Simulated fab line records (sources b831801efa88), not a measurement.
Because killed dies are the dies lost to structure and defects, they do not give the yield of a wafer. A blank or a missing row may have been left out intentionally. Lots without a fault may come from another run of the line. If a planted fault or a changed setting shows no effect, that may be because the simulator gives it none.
A struck lot beside a sound one | flow sky130 | 16 out of 708 route steps
Sound: wafers L604.1, L604.3, L604.6. Struck: wafer L613.6 (left out: L613.1, L613.5 of the same lot, which were not struck); the cause appears at the end.
Order at every step that has rows: each side's tool, ch and its chambers, its first start. Under that, the readings that differ: sound wafers | struck wafers | difference of the means | sigmas: that difference in standard deviations of wafers without a fault.
alike: words and numbers the same on both sides, and readings whose means are apart by under 2 such deviations; not compared: readings that were withheld, readings missing a value for some wafer, numbers with overlapping values and no deviation given by the record, and bounds like >300 which may hide the same value.
Wherever a step has rows on one side only, a row that says differs or no value, or a row with sigmas, the two part there. Numbers that have no deviation but don't overlap get no sigmas and don't part them. Lack of a reading on every wafer of one side parts them only where that side has two or more wafers.

SKY_METAL2_THK_MEAS_06: measures by xrf.
  sound on film-metro-02, day 35 22:53; struck on film-metro-02, day 39 07:01
  alike: METAL2_ALCU_THK
then, 8 steps without rows for these wafers: SKY_METAL2_DEHYDRATE_07 (time 60 s); SKY_METAL2_HMDS_08 (prime time 60 s); SKY_METAL2_COAT_09 (resist thk 60 nm); SKY_METAL2_COAT_10 (resist thk 450 nm); SKY_METAL2_SOFTBAKE_11 (time 90 s); SKY_METAL2_EXPOSE_12 (exposes mask MM2, target cd 140 nm); SKY_METAL2_PEB_13; SKY_METAL2_DEVELOP_14 (develop time 57.98 s).
SKY_METAL2_CD_MEAS_15 targets a cd of 140 nm.
  sound on cd-sem-01, day 37 01:03; struck on cd-sem-02, day 40 08:00
  alike: cd-nm
SKY_METAL2_OVL_MEAS_16:
  sound on overlay-02, day 37 01:10; struck on overlay-02, day 40 08:07
  reading         | sound  | struck | difference | sigmas
  METAL2_OVL (nm) | 1 -1 1 | 14     | +14        | +3
SKY_METAL2_DESCUM_17: chemistry O2, time 8 s.
  sound on rie-metal-02 ch 0,1, day 37 01:12; struck on rie-metal-04 ch 0, day 40 08:10
  reading                     | sound       | struck | difference | sigmas
  drypump-motor-current-A (A) | 5.8 6.6 6.6 | 5.1    | -1.2       | -2
  alike: chamber-pressure-mTorr, oes-product-au
  not compared: rf-hours-counter-h
SKY_METAL2_ETCH_18: etches BARC in N2/H2, stops on SiO2, time 45.9 s, target depth 60 nm.
  sound on rie-metal-02 ch 0,1, day 37 01:14; struck on rie-metal-04 ch 0, day 40 08:11
  reading                                       | sound             | struck | difference | sigmas
  drypump-motor-current-A (A)                   | 5.8 6.6 6.6       | 5.1    | -1.2       | -2
  model.KrF-thick_of_METAL2_COAT_10.thk-nm (nm) | 392.3 393.2 392.5 | 367    | -26        |
  model.METAL2.cd-nm (nm)                       | 143 141.1 140.5   | 135.3  | -6.2       |
  alike: bias-w, chamber-pressure-mTorr, oes-product-au, throttle-valve-pct
  not compared: rf-hours-counter-h
SKY_METAL2_METAL_ETCH_19: etches the open film in Cl2/BCl3, stops on SiO2, target depth 360 nm, time 78 s.
  sound on rie-metal-02 ch 0,1, day 37 01:18; struck on rie-metal-04 ch 0, day 40 08:15
  reading                                       | sound             | struck | difference | sigmas
  bias-w (W)                                    | 48.23 48.11 48.44 | 48.65  | +0.39      | +3
  drypump-motor-current-A (A)                   | 5.8 6.6 6.6       | 5.0    | -1.3       | -2
  model.KrF-thick_of_METAL2_COAT_10.thk-nm (nm) | 157 151.5 153.7   | 140.8  | -13.3      |
  alike: bcl3-flow-sccm, chamber-pressure-mTorr, mfc-cl2-sccm, oes-product-au, throttle-valve-pct
  not compared: rf-hours-counter-h
SKY_METAL2_STRIP_20: strips in O2/N2.
  sound on plasma-asher-01 ch 0,1, day 37 01:23; struck on plasma-asher-03 ch 1, day 40 08:20
  alike: chamber-pressure-mTorr, drypump-motor-current-A, oes-product-au, strip-time-to-endpoint-s
  not compared: rf-hours-counter-h
following that, these wafers have no rows for 1 step: SKY_PAD_OPEN_PROBE_99.

## WHERE THEY PART
At SKY_METAL2_OVL_MEAS_16 first; at SKY_METAL2_METAL_ETCH_19 last (within this record only). Later steps at which nothing parts them and some readings are alike: SKY_METAL2_STRIP_20.

WHY: what the simulator had put in
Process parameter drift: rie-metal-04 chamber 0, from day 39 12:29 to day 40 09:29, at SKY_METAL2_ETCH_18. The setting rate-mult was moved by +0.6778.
